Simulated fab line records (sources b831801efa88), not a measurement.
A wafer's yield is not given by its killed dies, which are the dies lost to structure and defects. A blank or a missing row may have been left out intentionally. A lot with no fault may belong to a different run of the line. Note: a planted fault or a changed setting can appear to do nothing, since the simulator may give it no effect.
Which of the tools did it? ; flow gf180mcu ; 14 lots, 42 wafers sampled, at 4 steps of a route of 602

## WHAT EACH GAUGE READ, for each wafer
GF_M4_RS_MEAS_05: measurement is done with a four-point probe.
lot;measured;on;M4_ALCU_RS (ohm/sq)
L762;day 22 03:49;film-metro-02;0.0696 0.0700 0.0698
L763;day 22 07:17;film-metro-02;0.0687 0.0693 0.0690
L765;day 23 11:37;film-metro-03;0.0701 0.0707 0.0703
L767;day 24 06:14;film-metro-02;0.0699 0.0708 0.0698
L768;day 24 18:35;film-metro-01;0.0699 0.0695 0.0697
L769;day 25 04:47;film-metro-03;0.0701 0.0712 0.0712
L770;day 25 22:15;film-metro-01;0.0687 0.0692 0.0691
L771;day 26 02:57;film-metro-02;0.0695 0.0683 0.0692
L772;day 26 13:18;film-metro-02;0.0692 0.0693 0.0696
L774;day 26 22:55;film-metro-02;0.0695 0.0702 0.0697
L776;day 27 19:08;film-metro-01;0.0695 0.0701 0.0696
L777;day 28 01:27;film-metro-03;0.0711 0.0700 0.0708
L778;day 28 02:40;film-metro-02;0.0683 0.0677 0.0689
L783;day 29 03:26;film-metro-02;0.0690 0.0686 0.0687

## TOOL THAT RAN EACH LOT (tool first, then ch and the chambers of the sampled wafers, then the start)
lot;GF_V3_SPUTTER_22;GF_V3_CVD_23;GF_M4_SPUTTER_03
L762;pvd-sputter-03, day 22 02:58;cvd-w-02 ch 0,1, day 22 02:59;pvd-sputter-01, day 22 03:45
L763;pvd-sputter-02, day 22 06:25;cvd-w-01 ch 0,1, day 22 06:28;pvd-sputter-01, day 22 07:13
L765;pvd-sputter-02, day 23 10:46;cvd-w-01 ch 0,1, day 23 10:49;pvd-sputter-01, day 23 11:34
L767;pvd-sputter-02, day 24 05:21;cvd-w-01 ch 0,1, day 24 05:23;pvd-sputter-02, day 24 06:09
L768;pvd-sputter-01, day 24 17:37;cvd-w-02 ch 0,1, day 24 17:39;pvd-sputter-02, day 24 18:31
L769;pvd-sputter-01, day 25 03:33;cvd-w-01 ch 0,1, day 25 03:35;pvd-sputter-04, day 25 04:39
L770;pvd-sputter-02, day 25 21:24;cvd-w-01 ch 0,1, day 25 21:26;pvd-sputter-01, day 25 22:11
L771;pvd-sputter-03, day 26 01:54;cvd-w-02 ch 0,1, day 26 01:56;pvd-sputter-01, day 26 02:52
L772;pvd-sputter-03, day 26 12:25;cvd-w-02 ch 0,1, day 26 12:29;pvd-sputter-02, day 26 13:12
L774;pvd-sputter-03, day 26 21:33;cvd-w-01 ch 0,1, day 26 21:35;pvd-sputter-01, day 26 22:51
L776;pvd-sputter-01, day 27 18:17;cvd-w-02 ch 0,1, day 27 18:20;pvd-sputter-04, day 27 19:05
L777;pvd-sputter-03, day 28 00:35;cvd-w-01 ch 0,1, day 28 00:37;pvd-sputter-02, day 28 01:22
L778;pvd-sputter-03, day 28 01:48;cvd-w-02 ch 0,1, day 28 01:50;pvd-sputter-01, day 28 02:35
L783;pvd-sputter-03, day 29 02:25;cvd-w-02 ch 1, day 29 02:34;pvd-sputter-01, day 29 03:19
- GF_V3_SPUTTER_22: material TiN, target thk 10 nm, time 40 s.
- GF_V3_CVD_23: deposits W, target thk 350 nm, time 104.9 s.
- GF_M4_SPUTTER_03: material Ti, target thk 10 nm, time 6.7 s.

## WHAT THE TOOLS THEMSELVES READ (means of the sampled wafers that have a number; where no wafer has one, the mark that the record gives instead)
GF_V3_SPUTTER_22.
lot;tool;throttle-valve-pct (%)
L762;pvd-sputter-03;29.8
L763;pvd-sputter-02;29.4
L765;pvd-sputter-02;29.7
L767;pvd-sputter-02;30.4
L768;pvd-sputter-01;29.0
L769;pvd-sputter-01;29.4
L770;pvd-sputter-02;29.9
L771;pvd-sputter-03;28.9
L772;pvd-sputter-03;29.2
L774;pvd-sputter-03;31.1
L776;pvd-sputter-01;29.1
L777;pvd-sputter-03;29.0
L778;pvd-sputter-03;29.0
L783;pvd-sputter-03;29.5

GF_V3_CVD_23.
lot;tool;chamber-pressure-Torr (Torr);heater-power-w (W)
L762;cvd-w-02;40.04;829
L763;cvd-w-01;40.13;894
L765;cvd-w-01;40.06;885
L767;cvd-w-01;39.97;903
L768;cvd-w-02;39.96;919
L769;cvd-w-01;40.02;922
L770;cvd-w-01;40.05;917
L771;cvd-w-02;40.02;923
L772;cvd-w-02;39.98;916
L774;cvd-w-01;41.31;904
L776;cvd-w-02;39.89;830
L777;cvd-w-01;40.53;924
L778;cvd-w-02;40.07;852
L783;cvd-w-02;39.93;1022

GF_M4_SPUTTER_03.
lot;tool;throttle-valve-pct (%)
L762;pvd-sputter-01;30.3
L763;pvd-sputter-01;30.3
L765;pvd-sputter-01;29.7
L767;pvd-sputter-02;30.4
L768;pvd-sputter-02;31.0
L769;pvd-sputter-04;30.1
L770;pvd-sputter-01;29.5
L771;pvd-sputter-01;29.3
L772;pvd-sputter-02;29.3
L774;pvd-sputter-01;29.8
L776;pvd-sputter-04;30.1
L777;pvd-sputter-02;31.0
L778;pvd-sputter-01;29.6
L783;pvd-sputter-01;30.3

## THE ANSWER, worked out from the rows above alone
Rule: what is usual is taken from the lots themselves. The widest of any qualifying gaps counts: lots, ordered by their means at a reading, are off when they make up no more than a third of the lots, leave a main group of 4 or more, and stand apart from it by 3 or more times the standard deviation of that group's means. A main group whose means are all the same, to the digits that the tables above print for the reading, isn't used. Also off: a lot with no number at a reading for which 4 or more lots have one. The other lots that the step has rows for count as sound. First the gauges in route order, then the tools' own readings, where a lot's mean is used as printed above. The first step at which some lot is off is used, and at that step the reading that is off furthest; a lot without a number counts as furthest.
Off: L774, L777 (GF_V3_CVD_23, chamber-pressure-Torr). Main group: mean 40.01 Torr, sd 0.064.
A tool fits if, at that step or a process step before it, it ran every lot that is off, and no sound lot after the first of them. One fits: GF_V3_CVD_23 on cvd-w-01. A fault onset in the window from L770 (day 25 21:26, its last sound lot) to L774 (day 26 21:35, its first lot off) fits.
The tool's own readings at GF_V3_CVD_23 bear it out: on the lots that are off they differ by more than 5 times the standard deviation of the sound lots' means. chamber-pressure-Torr reads 40.92 Torr there against 40.01 Torr on the sound lots.

## WHAT THE SIMULATOR PUT IN
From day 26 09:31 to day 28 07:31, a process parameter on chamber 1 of cvd-w-01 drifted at GF_V3_CVD_23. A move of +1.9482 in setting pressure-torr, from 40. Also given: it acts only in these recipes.
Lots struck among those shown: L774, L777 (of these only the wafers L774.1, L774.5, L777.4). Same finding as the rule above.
